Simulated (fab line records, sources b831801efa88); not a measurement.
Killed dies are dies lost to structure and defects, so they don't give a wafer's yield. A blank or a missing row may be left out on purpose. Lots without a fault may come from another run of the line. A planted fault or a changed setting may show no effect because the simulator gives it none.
A struck lot beside a sound one | flow gf180mcu | 15 steps out of a route of 602
Sound: wafers L299.1, L299.2, L299.6. Struck: wafers L295.1, L295.5. (L295.2 of the same lot was not struck and is left out.) The cause comes at the end.
At each step with rows: each side's tool, then ch and its chambers, then its first start. Under that, the readings that differ: sound wafers | struck wafers | difference of the means | sigmas: that difference in standard deviations of wafers without a fault.
alike: readings whose means differ by less than 2 such deviations, and words and numbers that are the same on both sides. not compared: withheld readings, readings that some wafer has no value for, bounds like >300 that may hide the same value, and numbers for which the record gives no deviation and whose values overlap.
The two part at a step that has a row with sigmas, a row that says differs or no value, or rows on one side only. Numbers that don't overlap but have no deviation are shown without sigmas and don't part them. A reading that every wafer of one side lacks parts them only if that side has two wafers or more.

first, 2 steps without rows for these wafers: GF_V5_STRIP_19 (strips in post etch residue remover, time 1200 s); GF_V5_CLEAN_20 (cleans in DIW).
GF_V5_SPUTTER_21: material Ti, target thk 15 nm, time 80.02 s.
  sound on pvd_sputter-03, day 29 02:57; struck on pvd_sputter-02, day 27 22:35
  alike: chamber_pressure_pa, throttle_valve_pct
GF_V5_SPUTTER_22: material TiN, target thk 10 nm, time 40 s.
  sound on pvd_sputter-03, day 29 03:01; struck on pvd_sputter-02, day 27 22:39
  alike: chamber_pressure_pa, throttle_valve_pct
GF_V5_CVD_23: deposits W, target thk 350 nm, time 104.9 s.
  sound on cvd_w-01 ch 0,1, day 29 03:03; struck on cvd_w-01 ch 0,1, day 27 22:41
  alike: heater_power_w
GF_V5_RS_MEAS_24: measures by four-point-probe.
  sound on film_metro-02, day 29 03:10; struck on film_metro-02, day 27 22:48
  alike: V5_W_RS
GF_V5_THK_MEAS_25: measures by xrf.
  sound on film_metro-02, day 29 03:17; struck on film_metro-02, day 27 22:55
  alike: V5_W_THK
then, 1 step without rows for these wafers: GF_V5_CMP_26 (polishes, stops on SiO2, t overpolish 15 s, target thk 0 nm).
GF_TOP_METAL_SPUTTER_00: material Ti, target thk 37.5 nm, time 150 s.
  sound on pvd_sputter-02, day 29 03:38; struck on pvd_sputter-03, day 27 23:17
  reading                | sound          | struck    | difference | sigmas
  throttle_valve_pct (%) | 30.0 32.0 31.9 | 29.0 28.8 | -2.4       | -2
  alike: chamber_pressure_pa
then, 2 steps without rows for these wafers: GF_TOP_METAL_SPUTTER_01 (material TiN, target thk 30 nm, time 25 s); GF_TOP_METAL_SPUTTER_02 (material AlCu, target thk 900 nm, time 47.82 s).
GF_TOP_METAL_SPUTTER_03: material Ti, target thk 5 nm, time 3.3 s.
  sound on pvd_sputter-02, day 29 03:49; struck on pvd_sputter-03, day 27 23:27
  reading                  | sound                | struck        | difference | sigmas
  chamber_pressure_pa (Pa) | 0.3001 0.2994 0.2989 | 0.3003 0.3013 | +0.0013    | +2
  throttle_valve_pct (%)   | 30.0 31.8 32.3       | 28.8 28.7     | -2.6       | -3
GF_TOP_METAL_SPUTTER_04: material TiN, target thk 25 nm, time 20.8 s.
  sound on pvd_sputter-02, day 29 03:50; struck on pvd_sputter-03, day 27 23:28
  reading                  | sound                | struck        | difference | sigmas
  chamber_pressure_pa (Pa) | 0.4007 0.4007 0.3991 | 0.3449 0.3455 | -0.0550    | -70
  alike: throttle_valve_pct
GF_TOP_METAL_RS_MEAS_05: measures by four-point-probe.
  sound on film_metro-04, day 29 03:52; struck on film_metro-02, day 27 23:30
  alike: TOP_METAL_ALCU_RS
GF_PASSIVATION_PROBE_99:
  the record has rows for the sound wafers here (prober-01, day 30 19:49) and none for the struck ones

WHERE THEY PART
First at GF_TOP_METAL_SPUTTER_00; last, within this record, at GF_PASSIVATION_PROBE_99.

WHY: what the simulator had put in
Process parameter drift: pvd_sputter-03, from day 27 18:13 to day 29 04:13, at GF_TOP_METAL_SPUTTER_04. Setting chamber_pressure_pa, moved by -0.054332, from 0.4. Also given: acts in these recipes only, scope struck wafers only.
